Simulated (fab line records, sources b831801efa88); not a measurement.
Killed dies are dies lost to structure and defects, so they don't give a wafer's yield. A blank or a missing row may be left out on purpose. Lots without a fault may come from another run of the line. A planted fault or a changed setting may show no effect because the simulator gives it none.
Which tool did it? | flow sky130 | 12 lots, 36 wafers sampled, at 3 steps of a route of 708

WHAT THE GAUGES READ, wafer by wafer
SKY_GATE_OXIDE_THK_MEAS_02. Usual: GATE_OXIDE_OXIDATION_00_THK 10.37 nm, standard deviation 0.19.
lot  | measured     | on            | GATE_OXIDE_OXIDATION_00_THK (nm) | flag
L974 | day 12 16:50 | film_metro-02 | 10.41 10.31 10.32                |
L975 | day 12 22:19 | film_metro-03 | 10.47 10.71 10.55                |
L976 | day 13 12:55 | film_metro-01 | 10.03 10.11 10.23                |
L981 | day 15 11:04 | film_metro-01 | 11.62 11.58 11.68                | OFF
L982 | day 15 14:01 | film_metro-03 | 11.30 11.13 11.29                | OFF
L984 | day 16 03:38 | film_metro-02 | 11.08 11.12 11.28                | OFF
L985 | day 16 13:11 | film_metro-01 | 10.30 10.35 10.06                |
L991 | day 18 12:38 | film_metro-01 | 10.32 10.16 10.20                |
L993 | day 19 06:43 | film_metro-03 | 10.42 10.54 10.48                |
L994 | day 19 18:43 | film_metro-02 | 10.44 10.48 10.56                |
L995 | day 20 00:19 | film_metro-03 | 10.43 10.44 10.44                |
L996 | day 20 09:41 | film_metro-02 | 10.32 10.32 10.27                |

SKY_METAL1_RS_MEAS_05: measures by four-point-probe. Usual: METAL1_ALCU_RS 0.1268 ohm/sq, standard deviation 0.0012.
lot  | measured     | on            | METAL1_ALCU_RS (ohm/sq) | flag
L974 | day 31 10:09 | film_metro-02 | 0.1293 0.1306 0.1304    |
L975 | day 31 17:56 | film_metro-03 | 0.1274 0.1280 0.1290    |
L976 | day 32 10:02 | film_metro-02 | 0.1250 0.1270 0.1264    |
L981 | day 34 07:08 | film_metro-01 | 0.1275 0.1266 0.1286    |
L982 | day 34 09:31 | film_metro-03 | 0.1264 0.1259 0.1262    |
L984 | day 34 21:04 | film_metro-01 | 0.1263 0.1257 0.1258    |
L985 | day 35 06:27 | film_metro-03 | 0.1260 0.1257 0.1248    |
L991 | day 36 20:50 | film_metro-01 | 0.1263 0.1271 0.1269    |
L993 | day 37 14:00 | film_metro-02 | 0.1244 0.1248 0.1241    |
L994 | day 37 22:17 | film_metro-01 | 0.1284 0.1273 0.1283    |
L995 | day 38 02:27 | film_metro-03 | 0.1271 0.1267 0.1281    |
L996 | day 38 12:14 | film_metro-02 | 0.1280 0.1264 0.1268    |

WHICH TOOL RAN EACH LOT (tool, then ch and the chambers of the sampled wafers, then the start)
lot  | SKY_GATE_OXIDE_OXIDATION_01
L974 | furnace-02 ch 0, day 12 15:26
L975 | furnace-02 ch 0, day 12 20:55
L976 | furnace-01 ch 0, day 13 11:30
L981 | furnace-02 ch 0, day 15 09:40
L982 | furnace-02 ch 0, day 15 12:35
L984 | furnace-02 ch 0, day 16 02:14
L985 | furnace-01 ch 0, day 16 11:46
L991 | furnace-01 ch 0, day 18 11:14
L993 | furnace-02 ch 0, day 19 05:17
L994 | furnace-02 ch 0, day 19 17:18
L995 | furnace-02 ch 0, day 19 22:55
L996 | furnace-01 ch 0, day 20 08:16
- SKY_GATE_OXIDE_OXIDATION_01: stabilise 600 s, purge 300 s, target thk 10.268 nm.

WHAT THE TOOLS THEMSELVES READ (means of the sampled wafers that have a number; where no wafer has one, the mark that the record gives instead)
SKY_GATE_OXIDE_OXIDATION_01. Usual: spike_tc_bottom_C 917.1 C, standard deviation 0.95; spike_tc_centre_C 900.4 C, standard deviation 1.1; spike_tc_lower_C 899.9 C, standard deviation 1.1; spike_tc_top_C 913.0 C, standard deviation 1.1; spike_tc_upper_C 899.7 C, standard deviation 1.9; tube_center_temp_C 900 C, standard deviation 0.077; tube_center_temp_C_max 902.3, standard deviation 0.37; zone_power_upper_pct 18.7 %, standard deviation 0.57.
lot  | tool       | spike_tc_bottom_C (C) | spike_tc_centre_C (C) | spike_tc_lower_C (C) | spike_tc_top_C (C) | spike_tc_upper_C (C) | tube_center_temp_C (C) | tube_center_temp_C_max | zone_power_upper_pct (%) | flag
L974 | furnace-02 | 916.7                 | 900.5                 | 898.5                | 912.8              | 901.2                | 900                    | 902.6                  | 18.3                     |
L975 | furnace-02 | 916.8                 | 901.3                 | 899.7                | 914.0              | 902.0                | 900                    | 902.5                  | 18.2                     |
L976 | furnace-01 | 917.3                 | 899.7                 | 899.9                | 913.2              | 899.0                | 900                    | 902.5                  | 19.3                     |
L981 | furnace-02 | 923.4                 | 906.4                 | 906.3                | 919.4              | 907.2                | 906                    | 907.6                  | 18.7                     | OFF
L982 | furnace-02 | 923.1                 | 905.8                 | 905.5                | 918.9              | 906.2                | 905                    | 907.6                  | 18.5                     | OFF
L984 | furnace-02 | 922.4                 | 906.9                 | 906.0                | 919.6              | 906.9                | 906                    | 908.0                  | 18.3                     | OFF
L985 | furnace-01 | 916.7                 | 899.4                 | 900.1                | 912.1              | 899.2                | 900                    | 902.8                  | 19.5                     |
L991 | furnace-01 | 917.3                 | 900.8                 | 900.6                | 911.8              | 897.6                | 900                    | 902.4                  | 19.2                     |
L993 | furnace-02 | 918.0                 | 900.6                 | 899.6                | 913.5              | 901.8                | 900                    | 902.1                  | 18.1                     |
L994 | furnace-02 | 917.1                 | 900.4                 | 900.2                | 913.3              | 901.1                | 900                    | 902.3                  | 18.2                     |
L995 | furnace-02 | 917.9                 | 900.4                 | 899.0                | 912.1              | 901.2                | 900                    | 902.5                  | 18.1                     |
L996 | furnace-01 | 916.1                 | 900.1                 | 899.9                | 911.3              | 898.4                | 900                    | 902.2                  | 19.0                     |

THE ANSWER, worked out from the rows above alone
Rule: a lot is off if the mean of its wafers that have a number lies more than 3 standard deviations from the usual mean. A lot without any number at a reading at which 4 lots or more have one is off too. The other lots that the step has rows for count as sound. The gauges are gone through in route order, then the tools' own readings, and for those a lot's mean is taken as printed above. The first step at which some lot is off is used, and at that step the reading that is off furthest; a lot without a number counts as furthest.
Off: L981, L982, L984, at SKY_GATE_OXIDE_THK_MEAS_02 (GATE_OXIDE_OXIDATION_00_THK).
A tool fits if, at a process step before that reading, it ran every lot that is off, and no sound lot after the first of them. The gauges at SKY_GATE_OXIDE_THK_MEAS_02 aren't tried: what is off there is off at SKY_GATE_OXIDE_OXIDATION_01 too, on other tools, and a gauge's error can't cause that. None of those tried fits.

WHAT THE SIMULATOR HAD PUT IN
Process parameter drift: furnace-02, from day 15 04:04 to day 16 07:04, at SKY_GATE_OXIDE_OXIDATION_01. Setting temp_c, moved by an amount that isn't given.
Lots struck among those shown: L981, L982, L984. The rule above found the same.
